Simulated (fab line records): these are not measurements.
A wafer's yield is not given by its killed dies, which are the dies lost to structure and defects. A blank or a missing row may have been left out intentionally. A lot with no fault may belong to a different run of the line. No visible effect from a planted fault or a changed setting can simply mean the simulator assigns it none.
fab line records | flow sky130
[record] lots = 6 | wafers = 17 | lastDay = 50
route steps=708 shown VT_ADJUST_LVTN@109 VT_ADJUST_NCORE@119
lots with no fault: from the same line, run without faults
startH: the number of hours between the record's first day and the start of the first shown wafer of the lot | waitH: hours since the lot's step before | " same as the row above | L1.1+2: a single row standing in for several wafers | - no value, or no start given | * or withheld: withheld | < > ~ a bound
route shown NAME@n: names a module that has steps shown in the file, with the first one's number in the route | usual: average and standard deviation across the fault-free wafers | same: alike in all rows | chamber/n: place in a boat | sites: per-site readings | _std_site: standard deviation of those values | _edge_site: inner sites' mean taken away from outer sites' mean | radiusMm: how far each site lies from the wafer's centre | mask NAME#n: copy n | behind: the last tool/chamber to shape the wafer | hold: cause of the lot's hold/its duration in hours/its outcome | device: whichever transistor did not switch (one of n, p or np) | end of line: tests run on the same wafers once the route is complete | a step without rows: its recipe alone | killed: not the wafer's yield, but the dies lost to structure and defects at the first sort | map: per-die view of a wafer (x killed, . not killed, _ where there is no die)
set.NAME: the setting the step ran with; set.NAME@STEP: the setting that earlier step ran with | model.NAME: the simulator's own value behind a step, which no gauge read
lots seen at some steps along the route; tables by step, rows by wafer
services: a tool's chamber out of use, with start hour (startH, from the record's first day; less than 0 if before it), hours out, and reason
[[steps]]
[step SKY_VT_ADJUST_LVTN_HMDS_12]
[recipe] primeTimeS = 60 | primeTempC = 120
[step SKY_VT_ADJUST_LVTN_COAT_13]
[recipe] resist = NOVOLAK | spinRpm = 3000 | resistThkNm = 1140
[step SKY_VT_ADJUST_LVTN_SOFTBAKE_14]
[recipe] tempC = 90 | timeS = 60 | resist = NOVOLAK
[step SKY_VT_ADJUST_LVTN_EXPOSE_15]
[recipe] maskId = HVN_STD_DERIVED | na = 0.6 | sourceShape = conventional | sigmaOuter = 0.6 | polarization = unpolarized | targetCdNm = 600 | doseMj = 163
[step SKY_VT_ADJUST_LVTN_PEB_16]
[recipe] tempC = withheld | timeS = * | resist = NOVOLAK
[step SKY_VT_ADJUST_LVTN_DEVELOP_17]
[recipe] resist = NOVOLAK | developer = TMAH | developTimeS = 60 | devTempC = 23
[step SKY_VT_ADJUST_LVTN_OVL_MEAS_18]
[usual] VT_ADJUST_LVTN_01_OVL = -0.8/1.5
lot.wafer | tool       | chamber | startH | waitH | VT_ADJUST_LVTN_01_OVL[nm]
L839.1    | overlay-01 | -       | 166.38 | 0.1   | -0.4
L839.2    | "          | -       | "      | "     | -2.1
L839.6    | "          | -       | "      | "     | -0.6
L847.1    | overlay-01 | -       | 223.64 | 0.1   | 2.6
L847.3    | "          | -       | "      | "     | 0.0
L849.4    | overlay-02 | -       | 233.56 | 0.1   | -4.7
L849.5    | "          | -       | "      | "     | -3.5
L849.6    | "          | -       | "      | "     | -5.0
L854.2    | overlay-01 | -       | 293.39 | 0.1   | 1.4
L854.3    | "          | -       | "      | "     | 2.1
L854.4    | "          | -       | "      | "     | -0.4
L855.1    | overlay-02 | -       | 304.73 | 0.1   | 0.5
L855.5    | "          | -       | "      | "     | 0.6
L855.6    | "          | -       | "      | "     | 1.4
L860.2    | overlay-02 | -       | 337.35 | 0.1   | -1.3
L860.4    | "          | -       | "      | "     | -1.4
L860.5    | "          | -       | "      | "     | -2.0
[step SKY_VT_ADJUST_LVTN_IMPLANT_19]
[recipe] species = B | energyKev = 30 | doseCm2 = 6.5e+11 | tiltDeg = withheld
[step SKY_VT_ADJUST_LVTN_STRIP_20]
[recipe] chemistry = O2/N2 | powerW = 1400 | pressureMtorr = 1500 | platenTempC = withheld | o2FlowSccm = 3000 | n2FlowSccm = 300 | overashFraction = 0.5
[usual] drypumpMotorCurrentA = 5.8/0.42 | oesProductAu = 0.716/0.0049 | stripTimeToEndpointS = 14.17/0.043
lot.wafer | tool           | chamber | startH | waitH | drypumpMotorCurrentA | oesProductAu | rfHoursCounterH | stripTimeToEndpointS
L839.1    | plasmaAsher-04 | 0       | 166.57 | 0.1   | 5.8                  | 0.710        | 49              | 14.18
L839.2    | "              | 1       | "      | "     | 5.7                  | 0.709        | 49              | 14.19
L839.6    | "              | 0       | "      | "     | 5.8                  | 0.718        | -               | 14.20
L847.1    | plasmaAsher-04 | 1       | 223.83 | 0.1   | 5.7                  | 0.720        | 54              | 14.10
L847.3    | "              | 1       | "      | "     | 5.7                  | 0.716        | -               | 14.12
L849.4    | plasmaAsher-01 | 1       | 233.76 | 0.1   | 6.6                  | 0.714        | -               | 14.17
L849.5    | "              | 1       | "      | "     | 6.6                  | 0.714        | -               | 14.15
L849.6    | "              | 0       | "      | "     | 5.6                  | 0.712        | -               | 14.18
L854.2    | plasmaAsher-04 | 1       | 293.57 | 0.1   | 5.7                  | 0.711        | 61              | 14.21
L854.3    | "              | 1       | "      | "     | 5.8                  | 0.712        | -               | 14.19
L854.4    | "              | 0       | "      | "     | 5.8                  | 0.713        | -               | 14.19
L855.1    | plasmaAsher-03 | 0       | 304.92 | 0.1   | 5.2                  | 0.719        | 17              | 14.16
L855.5    | "              | 0       | "      | "     | 5.2                  | 0.714        | -               | 14.14
L855.6    | "              | 1       | "      | "     | 5.5                  | 0.712        | -               | 14.13
L860.2    | plasmaAsher-04 | 0       | 337.53 | 0.1   | 5.8                  | 0.724        | 65              | 14.24
L860.4    | "              | 0       | "      | "     | 5.8                  | 0.725        | -               | 14.18
L860.5    | "              | 0       | "      | "     | 5.8                  | 0.721        | -               | 14.20
[step SKY_VT_ADJUST_LVTN_TW_MEAS_21]
[usual] VT_ADJUST_LVTN_2_TW = 187.3/1.1
lot.wafer | tool         | chamber | startH | waitH | VT_ADJUST_LVTN_2_TW
L839.1    | filmMetro-04 | -       | 166.67 | 0.1   | 187.0
L839.2    | "            | -       | "      | "     | 186.6
L839.6    | "            | -       | "      | "     | 185.7
L847.1    | filmMetro-03 | -       | 223.93 | 0.1   | 187.7
L847.3    | "            | -       | "      | "     | 187.7
L849.4    | filmMetro-01 | -       | 233.86 | 0.1   | 188.9
L849.5    | "            | -       | "      | "     | 187.9
L849.6    | "            | -       | "      | "     | 188.1
L854.2    | filmMetro-04 | -       | 293.68 | 0.1   | 188.7
L854.3    | "            | -       | "      | "     | 187.0
L854.4    | "            | -       | "      | "     | 188.0
L855.1    | filmMetro-03 | -       | 305.02 | 0.1   | 186.3
L855.5    | "            | -       | "      | "     | 184.8
L855.6    | "            | -       | "      | "     | 185.8
L860.2    | filmMetro-01 | -       | 337.64 | 0.1   | 187.8
L860.4    | "            | -       | "      | "     | 189.1
L860.5    | "            | -       | "      | "     | 187.8
[step SKY_VT_ADJUST_NCORE_DEHYDRATE_00]
[recipe] tempC = 200 | timeS = 60
[step SKY_VT_ADJUST_NCORE_HMDS_01]
[recipe] primeTimeS = 60 | primeTempC = 120
[step SKY_VT_ADJUST_NCORE_COAT_02]
[recipe] resist = NOVOLAK | spinRpm = 3000 | resistThkNm = 1140
lot.wafer | tool          | chamber | startH | waitH | model.NOVOLAK_of_VT_ADJUST_NCORE_COAT_02.thkNm
L839.1+2  | lithoTrack-03 | 0       | 176.09 | 0.1   | 1142
L839.6    | "             | 0       | "      | "     | 1143
L847.1    | lithoTrack-02 | 0       | 234.77 | 0.1   | 1137
L847.3    | "             | 0       | "      | "     | 1188
L849.4    | lithoTrack-02 | 0       | 246.25 | 0.1   | 1146
L849.5    | "             | 0       | "      | "     | 1194
L849.6    | "             | 0       | "      | "     | 1145
L854.2    | lithoTrack-02 | 0       | 307.45 | 0.1   | 1134
L854.3    | "             | 0       | "      | "     | 1138
L854.4    | "             | 0       | "      | "     | 1136
L855.1    | lithoTrack-04 | 0       | 317.83 | 0.1   | 1141
L855.5    | "             | 0       | "      | "     | 1142
L855.6    | "             | 0       | "      | "     | 1144
L860.2+4  | lithoTrack-02 | 0       | 350.45 | 0.1   | 1141
L860.5    | "             | 0       | "      | "     | 1140
[step SKY_VT_ADJUST_NCORE_SOFTBAKE_03]
[recipe] tempC = 90 | timeS = 60 | resist = NOVOLAK
[step SKY_VT_ADJUST_NCORE_EXPOSE_04]
[recipe] maskId = LVTN_COMPLEMENT_THIN | na = 0.6 | sourceShape = conventional | sigmaOuter = 0.6 | polarization = unpolarized | targetCdNm = 380 | doseMj = 139
[step SKY_VT_ADJUST_NCORE_PEB_05]
[recipe] tempC = withheld | timeS = * | resist = NOVOLAK
[step SKY_VT_ADJUST_NCORE_DEVELOP_06]
[recipe] resist = NOVOLAK | developer = TMAH | developTimeS = 60 | devTempC = 23
lot.wafer | tool          | chamber | startH | waitH | model.NOVOLAK_of_VT_ADJUST_NCORE_COAT_02.thkNm
L839.1+2  | lithoTrack-03 | 0       | 186.09 | 0.1   | 1142
L839.6    | "             | 0       | "      | "     | 1143
L847.1    | lithoTrack-04 | 0       | 247.03 | 0.1   | 1137
L847.3    | "             | 0       | "      | "     | 1188
L849.4+6  | lithoTrack-04 | 0       | 257.26 | 0.1   | 1145
L849.5    | "             | 0       | "      | "     | 1194
L854.2    | lithoTrack-02 | 0       | 320.05 | 0.1   | 1134
L854.3    | "             | 0       | "      | "     | 1137
L854.4    | "             | 0       | "      | "     | 1135
L855.1    | lithoTrack-03 | 0       | 331.23 | 0.1   | 1141
L855.5    | "             | 0       | "      | "     | 1142
L855.6    | "             | 0       | "      | "     | 1143
L860.2    | lithoTrack-03 | 0       | 364.31 | 0.1   | 1141
L860.4+5  | "             | 0       | "      | "     | 1140
[step SKY_VT_ADJUST_NCORE_CD_MEAS_07]
[recipe] targetCdNm = 380
[usual] cdNm = 379.3/2.6
lot.wafer | tool     | chamber | startH | waitH | cdNm
L839.1    | cdSem-01 | -       | 186.24 | 0.1   | 382.3
L839.2    | "        | -       | "      | "     | 383.4
L839.6    | "        | -       | "      | "     | 382.5
L847.1    | cdSem-02 | -       | 247.18 | 0.1   | 382.5
L847.3    | "        | -       | "      | "     | 380.7
L849.4    | cdSem-02 | -       | 257.39 | 0.1   | 380.0
L849.5    | "        | -       | "      | "     | 374.7
L849.6    | "        | -       | "      | "     | 379.4
L854.2    | cdSem-01 | -       | 320.19 | 0.1   | 376.4
L854.3    | "        | -       | "      | "     | 376.7
L854.4    | "        | -       | "      | "     | 375.8
L855.1    | cdSem-01 | -       | 331.38 | 0.1   | 376.9
L855.5    | "        | -       | "      | "     | 378.5
L855.6    | "        | -       | "      | "     | 377.5
L860.2    | cdSem-01 | -       | 364.45 | 0.1   | 377.2
L860.4    | "        | -       | "      | "     | 378.6
L860.5    | "        | -       | "      | "     | 378.3
[step SKY_VT_ADJUST_NCORE_OVL_MEAS_08]
[usual] VT_ADJUST_NCORE_OVL = -0.2/1.3
lot.wafer | tool       | chamber | startH | waitH | VT_ADJUST_NCORE_OVL[nm]
L839.1    | overlay-01 | -       | 186.36 | 0.1   | -1.1
L839.2    | "          | -       | "      | "     | -1.6
L839.6    | "          | -       | "      | "     | -0.4
L847.1    | overlay-01 | -       | 247.30 | 0.1   | -2.3
L847.3    | "          | -       | "      | "     | -1.1
L849.4    | overlay-01 | -       | 257.47 | 0.1   | -1.5
L849.5    | "          | -       | "      | "     | -0.7
L849.6    | "          | -       | "      | "     | 1.0
L854.2    | overlay-02 | -       | 320.30 | 0.1   | 0.1
L854.3    | "          | -       | "      | "     | 1.1
L854.4    | "          | -       | "      | "     | 1.8
L855.1    | overlay-01 | -       | 331.50 | 0.1   | -1.1
L855.5    | "          | -       | "      | "     | -0.6
L855.6    | "          | -       | "      | "     | -1.3
L860.2    | overlay-02 | -       | 364.56 | 0.1   | -1.0
L860.4    | "          | -       | "      | "     | -0.7
L860.5    | "          | -       | "      | "     | -0.7
[step SKY_VT_ADJUST_NCORE_IMPLANT_09]
[recipe] species = B | energyKev = 10 | doseCm2 = 2.4e+12 | tiltDeg = withheld
[step SKY_VT_ADJUST_NCORE_STRIP_10]
[recipe] chemistry = O2/N2 | powerW = 1400 | pressureMtorr = 1500 | platenTempC = withheld | o2FlowSccm = 3000 | n2FlowSccm = 300 | overashFraction = 0.5
[usual] drypumpMotorCurrentA = 5.9/0.38 | oesProductAu = 0.716/0.0048 | stripTimeToEndpointS = 14.16/0.041
lot.wafer | tool           | chamber | startH | waitH | drypumpMotorCurrentA | oesProductAu | rfHoursCounterH | stripTimeToEndpointS
L839.1    | plasmaAsher-02 | 1       | 186.54 | 0.1   | 6.1                  | 0.715        | 37              | 14.20
L839.2    | "              | 0       | "      | "     | 6.0                  | 0.719        | 37              | 14.21
L839.6    | "              | 0       | "      | "     | 6.0                  | 0.715        | -               | 14.22
L847.1    | plasmaAsher-03 | 0       | 247.49 | 0.1   | 5.2                  | 0.719        | 12              | 14.14
L847.3    | "              | 1       | "      | "     | 5.6                  | 0.717        | -               | 14.70
L849.4    | plasmaAsher-02 | 1       | 257.67 | 0.1   | 6.1                  | 0.715        | -               | 14.25
L849.5    | "              | 1       | "      | "     | 6.1                  | 0.711        | -               | 14.77
L849.6    | "              | 0       | "      | "     | 6.0                  | 0.716        | -               | 14.23
L854.2    | plasmaAsher-03 | 0       | 320.48 | 0.1   | 5.2                  | 0.714        | 19              | 14.12
L854.3    | "              | 1       | "      | "     | 5.6                  | 0.719        | -               | 14.15
L854.4    | "              | 0       | "      | "     | 5.2                  | 0.713        | -               | 14.13
L855.1    | plasmaAsher-02 | 0       | 331.69 | 0.1   | 6.0                  | 0.715        | 51              | 14.18
L855.5    | "              | 0       | "      | "     | 5.9                  | 0.718        | -               | 14.21
L855.6    | "              | 1       | "      | "     | 6.1                  | 0.717        | -               | 14.22
L860.2    | plasmaAsher-01 | 1       | 364.74 | 0.1   | 6.6                  | 0.711        | 66              | 14.18
L860.4    | "              | 1       | "      | "     | 6.6                  | 0.723        | -               | 14.19
L860.5    | "              | 0       | "      | "     | 5.5                  | 0.722        | -               | 14.18
[step SKY_VT_ADJUST_NCORE_TW_MEAS_11]
[usual] VT_ADJUST_NCORE_TW = 217.7/1.1
lot.wafer | tool         | chamber | startH | waitH | VT_ADJUST_NCORE_TW
L839.1    | filmMetro-04 | -       | 186.64 | 0.1   | 219.5
L839.2    | "            | -       | "      | "     | 218.0
L839.6    | "            | -       | "      | "     | 217.8
L847.1    | filmMetro-03 | -       | 247.59 | 0.1   | 217.3
L847.3    | "            | -       | "      | "     | 218.3
L849.4    | filmMetro-02 | -       | 257.77 | 0.1   | 216.9
L849.5    | "            | -       | "      | "     | 216.6
L849.6    | "            | -       | "      | "     | 216.6
L854.2    | filmMetro-04 | -       | 320.59 | 0.1   | 219.6
L854.3    | "            | -       | "      | "     | 218.4
L854.4    | "            | -       | "      | "     | 219.1
L855.1    | filmMetro-03 | -       | 331.79 | 0.1   | 216.9
L855.5    | "            | -       | "      | "     | 217.2
L855.6    | "            | -       | "      | "     | 216.4
L860.2    | filmMetro-02 | -       | 364.85 | 0.1   | 219.1
L860.4    | "            | -       | "      | "     | 218.2
L860.5    | "            | -       | "      | "     | 219.3
[[services]]
tool           | chamber | startH | hours | kind
plasmaAsher-04 | -       | 161.13 | 4.4   | repair
plasmaAsher-02 | -       | 163.91 | 2.8   | pm
plasmaAsher-01 | -       | 206.96 | 1.0   | repair
plasmaAsher-01 | -       | 218.87 | 2.1   | repair
plasmaAsher-04 | -       | 257.49 | 4.1   | repair
plasmaAsher-03 | -       | 287.31 | 7.6   | repair
plasmaAsher-04 | -       | 304.95 | 5.3   | repair
[[key]]
[firstSign] step = SKY_VT_ADJUST_NCORE_STRIP_10 | reading = stripTimeToEndpointS | direction = up | sigmas = 14 | usual = * | struck = *
effect none on later readings
[modelEffect] step = SKY_VT_ADJUST_NCORE_COAT_02 | value = NOVOLAK_of_VT_ADJUST_NCORE_COAT_02.thkNm | without = 1140 | struck = 1191
[modelEffect] step = SKY_VT_ADJUST_NCORE_DEVELOP_06 | value = NOVOLAK_of_VT_ADJUST_NCORE_COAT_02.thkNm | without = 1140 | struck = 1191
metAt SKY_VT_ADJUST_NCORE_COAT_02
struckWafers L847.3,L849.5
testerLeftOut L847,L849
[fault] kind = processParameterDrift | tool = lithoTrack-02 | chamber = - | onsetH = 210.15 | steps = SKY_VT_ADJUST_NCORE_COAT_02 | channel = resistThkNm | offset = 50.97 | shape = step | endH = 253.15 | scope = struckWafersOnly | actsIn = theseRecipesOnly | stated = 1140
// testerLeftOut: of these lots the tester's yield and bins aren't shown, on N5 and GAA mostly nor the transistor test; their killed dies are dies lost to structure and defects alone, not to doping, threshold or leakage, so they don't give the yield
